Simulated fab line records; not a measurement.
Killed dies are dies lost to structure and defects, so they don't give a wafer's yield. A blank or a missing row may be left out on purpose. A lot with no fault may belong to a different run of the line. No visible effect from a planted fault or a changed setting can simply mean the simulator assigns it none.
fab line records	flow sky130
[record] lots = 6	wafers = 18	lastDay = 50
route steps=708 shown NWELL@59
lots untouched by any fault: they come from a run of this same line in which no faults occurred
startH: hours from the record's first day to the start of the lot's first wafer shown	waitH: time in hours since the lot's previous step	" as in the row above	L1.1+2: one row covering several wafers at once	- no value, or no start was given	* or withheld: withheld	< > ~ a bound
route shown NAME@n: a module of which the file shows steps, and the number in the route of the first	usual: mean/standard deviation taken from wafers without a fault	same: alike in all rows	chamber/n: place in a boat	sites: the reading at each site	_std_site: the values' standard deviation	_edge_site: inner sites' mean taken away from outer sites' mean	radiusMm: for every site, how far away it sits from the centre of the wafer	mask NAME#n: copy n	behind: the most recent tool/chamber to have shaped the wafer	hold: what put the lot on hold/how long, in hours/how the hold closed	device: the transistor (n, p or np) that didn't switch	end of line: tests of these same wafers at the route's end	for a step that has no rows: nothing shown but its recipe	killed: not the wafer's yield, but the dies lost to structure and defects at the first sort	map: a wafer's dies, marking killed ones x, the rest . and places with no die _
set.NAME: the setting the step ran with; set.NAME@STEP: the setting that earlier step ran with	model.NAME: the simulator's own value behind a step, which no gauge read
lots at selected steps of the route; one table per step, one row per wafer
services: the hour from which a tool's chamber was out of use, counted from the record's first day as startH (under 0 if before that day), plus the number of hours and why
[[steps]]
[step SKY_NWELL_SOFTBAKE_06]
[recipe] tempC = 110	timeS = withheld
[step SKY_NWELL_EXPOSE_07]
[recipe] maskId = NWM	na = 0.6	sourceShape = conventional	sigmaOuter = 0.6	polarization = unpolarized	targetCdNm = 840	doseMj = 255
[step SKY_NWELL_PEB_08]
[recipe] tempC = 115	timeS = withheld
[step SKY_NWELL_DEVELOP_09]
[recipe] wallAngleDeg = 90	developer = TMAH	developTimeS = 60	devTempC = 22.06
[step SKY_NWELL_OVL_MEAS_10]
[usual] NWELL_00_OVL = 0.9/1.3
lot.wafer	tool	chamber	startH	waitH	NWELL_00_OVL[nm]
L972.1	overlay-01	-	113.08	-	0.4
L972.3	"	-	"	"	0.2
L972.5	"	-	"	"	0.2
L974.2	overlay-02	-	125.52	-	0.4
L974.4	"	-	"	"	0.4
L974.6	"	-	"	"	0.0
L986.2	overlay-02	-	196.89	-	0.8
L986.5	"	-	"	"	0.3
L986.6	"	-	"	"	3.0
L987.1	overlay-01	-	200.91	-	2.0
L987.2	"	-	"	"	1.6
L987.5	"	-	"	"	1.1
L989.4	overlay-01	-	213.83	-	-0.4
L989.5	"	-	"	"	-1.6
L989.6	"	-	"	"	-0.7
L990.1	overlay-02	-	220.33	-	-1.0
L990.2	"	-	"	"	-1.1
L990.4	"	-	"	"	-1.2
[step SKY_NWELL_IMPLANT_11]
[recipe] species = P	energyKev = 400	doseCm2 = 1.9e+13	tiltDeg = withheld
[step SKY_NWELL_IMPLANT_12]
[recipe] species = P	energyKev = 120	doseCm2 = 1.3e+12	tiltDeg = withheld
[step SKY_NWELL_IMPLANT_13]
[recipe] species = P	energyKev = 50	doseCm2 = 7e+11	tiltDeg = withheld
[step SKY_NWELL_STRIP_14]
[recipe] chemistry = O2/N2	powerW = 1400	pressureMtorr = 1500	platenTempC = withheld	o2FlowSccm = 3000	n2FlowSccm = 300	overashFraction = 0.5
[usual] chamberPressureMTorr = 1499.9/1.3	drypumpMotorCurrentA = 6.0/0.44	oesProductAu = 0.723/0.0046	stripTimeToEndpointS = 36.96/0.098
lot.wafer	tool	chamber	startH	waitH	chamberPressureMTorr	drypumpMotorCurrentA	oesProductAu	rfHoursCounterH	stripTimeToEndpointS
L972.1	plasmaAsher-04	0	113.57	0.1	1499.5	6.6	0.729	28	36.88
L972.3	"	0	"	"	1499.2	6.5	0.724	-	36.96
L972.5	"	1	"	"	1503.3	5.8	0.725	-	36.88
L974.2	plasmaAsher-04	0	126.00	0.1	1500.8	6.6	0.727	29	36.94
L974.4	"	0	"	"	1499.2	6.6	0.724	-	36.85
L974.6	"	1	"	"	1500.2	5.8	0.720	-	36.98
L986.2	plasmaAsher-04	0	197.37	0.1	1498.4	6.6	0.721	37	37.05
L986.5	"	1	"	"	1499.6	5.8	0.720	-	37.08
L986.6	"	0	"	"	1500.7	6.6	0.722	-	36.97
L987.1	plasmaAsher-01	0	201.40	0.1	1498.9	5.4	0.728	9	36.75
L987.2	"	1	"	"	1499.7	6.4	0.728	9	36.84
L987.5	"	1	"	"	1503.0	6.4	0.723	-	36.72
L989.4	plasmaAsher-04	1	214.33	0.1	1501.1	5.8	0.715	-	36.78
L989.5	"	1	"	"	1503.0	5.8	0.720	-	36.88
L989.6	"	0	"	"	1499.5	6.6	0.730	-	36.96
L990.1	plasmaAsher-01	1	220.82	0.1	1500.5	6.4	0.721	11	36.90
L990.2	"	0	"	"	1499.1	5.4	0.730	11	36.95
L990.4	"	0	"	"	1496.1	5.4	0.716	-	36.90
[step SKY_NWELL_TW_MEAS_15]
[usual] NWELL_TW = 1817/10
lot.wafer	tool	chamber	startH	waitH	NWELL_TW
L972.1	filmMetro-04	-	113.67	0.1	1837
L972.3	"	-	"	"	1834
L972.5	"	-	"	"	1840
L974.2	filmMetro-03	-	126.11	0.1	1802
L974.4	"	-	"	"	1815
L974.6	"	-	"	"	1812
L986.2	filmMetro-02	-	197.48	0.1	1797
L986.5	"	-	"	"	1812
L986.6	"	-	"	"	1802
L987.1	filmMetro-04	-	201.50	0.1	1825
L987.2	"	-	"	"	1831
L987.5	"	-	"	"	1836
L989.4	filmMetro-02	-	214.43	0.1	1812
L989.5	"	-	"	"	1809
L989.6	"	-	"	"	1814
L990.1	filmMetro-03	-	220.92	0.1	1804
L990.2	"	-	"	"	1807
L990.4	"	-	"	"	1807
[step SKY_NWELL_DEHYDRATE_16]
[recipe] tempC = 200	timeS = 60
[step SKY_NWELL_HMDS_17]
[recipe] primeTimeS = 60	primeTempC = 120
[step SKY_NWELL_COAT_18]
[recipe] spinRpm = 2000	resistThkNm = 3000
[usual] chillPlateTempC = 23.01/0.12	dispensePressureKPa = 49/4.7
lot.wafer	tool	chamber	startH	waitH	chillPlateTempC	dispensePressureKPa
L972.1	lithoTrack-01	0	122.46	0.1	23.24	43
L972.3	"	0	"	"	23.17	43
L972.5	"	0	"	"	23.07	43
L974.2	lithoTrack-03	0	135.16	0.1	22.98	47
L974.4	"	0	"	"	23.03	47
L974.6	"	0	"	"	22.93	47
L986.2	lithoTrack-02	-	207.65	0.1	-	-
L986.5	"	-	"	"	-	-
L986.6	"	-	"	"	-	-
L987.1	lithoTrack-02	-	211.77	0.1	-	-
L987.2	"	-	"	"	-	-
L987.5	"	-	"	"	-	-
L989.4	lithoTrack-03	0	224.46	0.1	23.00	46
L989.5	"	0	"	"	23.12	47
L989.6	"	0	"	"	22.87	47
L990.1	lithoTrack-02	0	232.17	0.1	22.84	56
L990.2	"	0	"	"	23.05	56
L990.4	"	0	"	"	22.86	56
[step SKY_NWELL_SOFTBAKE_19]
[recipe] tempC = 110	timeS = withheld
[step SKY_NWELL_EXPOSE_20]
[recipe] maskId = NWM_COMPLEMENT	na = 0.6	sourceShape = conventional	sigmaOuter = 0.6	polarization = unpolarized	targetCdNm = 840	doseMj = 260
[step SKY_NWELL_PEB_21]
[recipe] tempC = 115	timeS = withheld
[step SKY_NWELL_DEVELOP_22]
[recipe] wallAngleDeg = 90	developer = TMAH	developTimeS = 60	devTempC = 23
[step SKY_NWELL_OVL_MEAS_23]
[usual] NWELL_01_OVL = -0.4/1.4
lot.wafer	tool	chamber	startH	waitH	NWELL_01_OVL[nm]
L972.1	overlay-02	-	131.92	-	1.4
L972.3	"	-	"	"	1.0
L972.5	"	-	"	"	2.8
L974.2	overlay-02	-	145.02	-	1.4
L974.4	"	-	"	"	-0.8
L974.6	"	-	"	"	1.0
L986.2	overlay-01	-	218.52	-	-
L986.5	"	-	"	"	-
L986.6	"	-	"	"	-
L987.1	overlay-02	-	222.87	-	-
L987.2	"	-	"	"	-
L987.5	"	-	"	"	-
L989.4	overlay-02	-	235.13	-	2.0
L989.5	"	-	"	"	0.7
L989.6	"	-	"	"	0.8
L990.1	overlay-02	-	242.83	-	-0.8
L990.2	"	-	"	"	-0.4
L990.4	"	-	"	"	-1.6
[step SKY_NWELL_IMPLANT_24]
[recipe] species = B	energyKev = 140	doseCm2 = 9.2e+12	tiltDeg = withheld
[[services]]
tool	chamber	startH	hours	kind
plasmaAsher-01	-	108.75	9.0	pm
plasmaAsher-01	0	108.75	9.0	ventCycle
plasmaAsher-01	1	108.75	9.0	ventCycle
plasmaAsher-01	0	117.75	-	clean
plasmaAsher-01	1	117.75	-	clean
plasmaAsher-01	-	141.60	0.9	repair
[[key]]
[firstSign] step = SKY_NWELL_COAT_18	reading = toolRecord	direction = missing
[effect] step = SKY_NWELL_OVL_MEAS_23	reading = NWELL_01_OVL	direction = missing
metAt SKY_NWELL_COAT_18
struckWafers L986.2,L986.5,L986.6,L987.1,L987.2,L987.5
sortLeftOut L986.2,L986.5,L986.6,L987.1,L987.2,L987.5
testerLeftOut L986,L987
[fault] kind = skippedStepWhole	tool = lithoTrack-02	chamber = -	onsetH = 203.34	steps = SKY_NWELL_COAT_18	scope = struckLotsOnly
// testerLeftOut: of these lots the tester's yield and bins aren't shown, on N5 and GAA mostly nor the transistor test; their killed dies are dies lost to structure and defects alone, not to doping, threshold or leakage, so they don't give the yield
// sortLeftOut: the simulated sort isn't trusted on such a fault, so these wafers' sort isn't shown, and their yield isn't known
